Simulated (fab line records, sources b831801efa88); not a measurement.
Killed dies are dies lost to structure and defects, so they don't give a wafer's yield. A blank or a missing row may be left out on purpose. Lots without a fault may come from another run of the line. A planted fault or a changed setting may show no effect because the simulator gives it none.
A struck lot beside a sound one | flow gf180mcu | 43 steps out of a route of 602
Sound: wafers L362.2, L362.4, L362.6. Struck: wafers L372.2, L372.4, L372.6. The cause comes at the end.
At each step with rows: each side's tool, then ch and its chambers, then its first start. Under that, the readings that differ: sound wafers | struck wafers | difference of the means | sigmas: that difference in standard deviations of wafers without a fault.
alike: readings whose means differ by less than 2 such deviations, and words and numbers that are the same on both sides. not compared: withheld readings, readings that some wafer has no value for, bounds like >300 that may hide the same value, and numbers for which the record gives no deviation and whose values overlap.
The two part at a step that has a row with sigmas, a row that says differs or no value, or rows on one side only. Numbers that don't overlap but have no deviation are shown without sigmas and don't part them. A reading that every wafer of one side lacks parts them only if that side has two wafers or more.

first, 2 steps without rows for these wafers: GF_LVPWELL_IMPLANT_08; GF_LVPWELL_IMPLANT_09.
GF_LVPWELL_STRIP_10: strips in O2/N2.
  sound on plasma_asher-01 ch 0,1, day 3 21:50; struck on plasma_asher-01 ch 0,1, day 6 13:05
  alike: drypump_motor_current_A, heater_power_w, oes_product_au, strip_time_to_endpoint_s
  not compared: rf_hours_counter_h
GF_LVPWELL_TW_MEAS_11:
  sound on film_metro-01, day 3 21:56; struck on film_metro-01, day 6 13:11
  alike: LVPWELL_TW
then, 7 steps without rows for these wafers: GF_MVSD_DEHYDRATE_00 (time 60 s); GF_MVSD_HMDS_01 (prime time 60 s); GF_MVSD_COAT_02 (resist thk 3000 nm); GF_MVSD_SOFTBAKE_03; GF_MVSD_EXPOSE_04 (exposes mask MVSD, target cd 1000 nm); GF_MVSD_PEB_05; GF_MVSD_DEVELOP_06 (develop time 60 s).
GF_MVSD_OVL_MEAS_07:
  sound on overlay-02, day 4 11:02; struck on overlay-01, day 7 04:40
  alike: MVSD_OVL
GF_MVSD_IMPLANT_08:
  sound on implanter-01 ch 0, day 4 11:05; struck on implanter-02 ch 0, day 7 04:43
  reading            | sound           | struck            | difference | sigmas
  beam_on_s (s)      | 9.93 10.02 9.75 | 14.22 14.37 14.30 | +4.40      | +21
  faraday_current_uA | 90.7 89.9 91.9  | 63.4 62.8 63.0    | -27.8      | -15
then, 1 step without rows for these wafers: GF_MVSD_IMPLANT_09.
GF_MVSD_STRIP_10: strips in O2/N2.
  sound on plasma_asher-01 ch 0, day 4 11:22; struck on plasma_asher-02 ch 0,1, day 7 04:59
  alike: drypump_motor_current_A, heater_power_w, oes_product_au, strip_time_to_endpoint_s
  not compared: rf_hours_counter_h
GF_MVSD_TW_MEAS_11:
  sound on film_metro-03, day 4 11:32; struck on film_metro-04, day 7 05:21
  reading | sound          | struck         | difference | sigmas
  MVSD_TW | 1597 1593 1595 | 1742 1752 1755 | +155       | +21
  not compared: hold
then, 6 steps without rows for these wafers: GF_MVPSD_HMDS_01 (prime time 60 s); GF_MVPSD_COAT_02 (resist thk 3000 nm); GF_MVPSD_SOFTBAKE_03; GF_MVPSD_EXPOSE_04 (exposes mask MVPSD, target cd 1000 nm); GF_MVPSD_PEB_05; GF_MVPSD_DEVELOP_06 (develop time 60 s).
GF_MVPSD_OVL_MEAS_07:
  sound on overlay-02, day 5 00:15; struck on overlay-01, day 7 19:11
  alike: MVPSD_OVL
then, 2 steps without rows for these wafers: GF_MVPSD_IMPLANT_08; GF_MVPSD_IMPLANT_09.
GF_MVPSD_STRIP_10: strips in O2/N2.
  sound on plasma_asher-03 ch 0,1, day 5 00:35; struck on plasma_asher-03 ch 0,1, day 7 19:31
  alike: drypump_motor_current_A, heater_power_w, oes_product_au, strip_time_to_endpoint_s
  not compared: rf_hours_counter_h
GF_MVPSD_TW_MEAS_11:
  sound on film_metro-03, day 5 00:41; struck on film_metro-03, day 7 19:38
  alike: MVPSD_TW
then, 7 steps without rows for these wafers: GF_VT_IMPLANT_DEHYDRATE_00 (time 60 s); GF_VT_IMPLANT_HMDS_01 (prime time 60 s); GF_VT_IMPLANT_COAT_02 (resist thk 1000 nm); GF_VT_IMPLANT_SOFTBAKE_03 (time 60 s); GF_VT_IMPLANT_EXPOSE_04 (exposes mask LVPWELL LV AREA, target cd 600 nm); GF_VT_IMPLANT_PEB_05; GF_VT_IMPLANT_DEVELOP_06 (develop time 60 s).
GF_VT_IMPLANT_OVL_MEAS_07:
  sound on overlay-02, day 5 13:54; struck on overlay-02, day 8 11:01
  alike: VT_IMPLANT_OVL
then, 1 step without rows for these wafers: GF_VT_IMPLANT_IMPLANT_08.
GF_VT_IMPLANT_STRIP_09: strips in O2/N2.
  sound on plasma_asher-03 ch 0,1, day 5 14:05; struck on plasma_asher-01 ch 0,1, day 8 11:11
  alike: drypump_motor_current_A, heater_power_w, oes_product_au, strip_time_to_endpoint_s
  not compared: rf_hours_counter_h
GF_VT_IMPLANT_TW_MEAS_10:
  sound on film_metro-02, day 5 14:11; struck on film_metro-04, day 8 11:18
  alike: VT_IMPLANT_TW
then, 3 steps without rows for these wafers: GF_VT_IMPLANT_DEHYDRATE_11 (time 60 s); GF_VT_IMPLANT_HMDS_12 (prime time 60 s); GF_VT_IMPLANT_COAT_13 (resist thk 993.2 nm).
-- the record jumps here: 2 days lie between the struck wafers' starts before and after --
GF_VT_IMPLANT_RS_MEAS_46: measures by four-point-probe.
  sound on film_metro-01, day 7 11:22; struck on film_metro-04, day 10 15:34
  reading          | sound             | struck            | difference | sigmas
  MVSD_RS (ohm/sq) | 459.1 458.2 458.1 | 384.8 384.6 383.7 | -74.1      | -62
  not compared: hold
GF_PASSIVATION_PROBE_99:
  the record has rows for the sound wafers here (prober-02, day 28 23:09) and none for the struck ones

WHERE THEY PART
First at GF_MVSD_IMPLANT_08; last, within this record, at GF_PASSIVATION_PROBE_99.

WHY: what the simulator had put in
Process parameter drift: implanter-02, from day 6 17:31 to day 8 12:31, at GF_MVSD_IMPLANT_08. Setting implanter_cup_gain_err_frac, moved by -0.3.
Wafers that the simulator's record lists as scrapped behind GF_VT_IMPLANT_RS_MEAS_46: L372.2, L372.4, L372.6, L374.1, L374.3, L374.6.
